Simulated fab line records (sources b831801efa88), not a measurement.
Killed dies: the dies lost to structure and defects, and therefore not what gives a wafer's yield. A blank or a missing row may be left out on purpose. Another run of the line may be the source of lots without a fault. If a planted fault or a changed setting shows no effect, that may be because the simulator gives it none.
The same fault as seen by 2 desks || flow sky130 || every desk sees just its own numbers, and what lay behind them comes last

## AT THE METROLOGY DESK
What the gauges read for every lot (on any tool): the sampled wafers with a number, averaged. The brackets show how far a lot's mean lies from the usual mean; more than 4 standard deviations puts the lot out of limits, marked OUT.
Columns: A = CONTACT_OVL at SKY_CONTACT_OVL_MEAS_15, usual 0 nm; B = CONTACT_W_RS at SKY_CONTACT_RS_MEAS_25, usual 0.340 ohm/sq
{"lot": "L461", "first seen here": "day 31 05:15", "A": 3, "B": 0.341}
{"lot": "L463", "first seen here": "day 33 00:32", "A": 4, "B": 0.338}
{"lot": "L464", "first seen here": "day 33 02:56", "A": -4, "B": 0.338}
{"lot": "L467", "first seen here": "day 33 11:36", "A": -5, "B": 0.346}
{"lot": "L469", "first seen here": "day 34 08:56", "A": -1, "B": 0.340}
{"lot": "L470", "first seen here": "day 34 12:28", "A": 5, "B": 0.344}
{"lot": "L472", "first seen here": "day 35 03:28", "A": -2, "B": 0.342}
{"lot": "L473", "first seen here": "day 35 05:45", "A": 2, "B": 0.338}
{"lot": "L482", "first seen here": "day 38 08:01", "A": 2, "B": 0.341}
{"lot": "L484", "first seen here": "day 39 19:22", "A": 2, "B": 0.335}
{"lot": "L483", "first seen here": "day 39 21:17", "A": 0, "B": 0.341}
This desk found nothing out of limits on any of the 11 lots.

## FOR THE TOOL OWNER'S DESK: litho track-03
The tool's own readings at SKY_CONTACT_COAT_09 (resist thk 450 nm): means of the sampled wafers that have a number, for each lot that ran on this tool. The brackets show how far a lot's mean lies from the usual mean; more than 4 standard deviations puts the lot out of limits, marked OUT.
Columns: A = dispense pressure kPa at SKY_CONTACT_COAT_09, usual 47.6 kPa; B = resist line temp C at SKY_CONTACT_COAT_09, usual 23.04 C
{"lot": "L464", "first seen here": "day 32 12:00", "A": 46.4, "B": 22.94}
{"lot": "L467", "first seen here": "day 32 21:00", "A": 46.4, "B": 22.92}
{"lot": "L469", "first seen here": "day 33 19:00", "A": 46.4, "B": 22.94}
{"lot": "L470", "first seen here": "day 33 22:00", "A": 46.4, "B": 22.99}
{"lot": "L472", "first seen here": "day 34 12:00", "A": 46.4, "B": 23.20}
{"lot": "L482", "first seen here": "day 37 19:00", "A": 46.4, "B": 23.07}
{"lot": "L484", "first seen here": "day 39 06:00", "A": 46.3, "B": 23.06}
This desk found nothing out of limits on any of the 7 lots.

## BROUGHT TOGETHER
Metrology desk: nothing out of limits seen.
Nothing out of limits was seen by the tool owner's desk.

## WHAT HAD BEEN PUT IN BY THE SIMULATOR
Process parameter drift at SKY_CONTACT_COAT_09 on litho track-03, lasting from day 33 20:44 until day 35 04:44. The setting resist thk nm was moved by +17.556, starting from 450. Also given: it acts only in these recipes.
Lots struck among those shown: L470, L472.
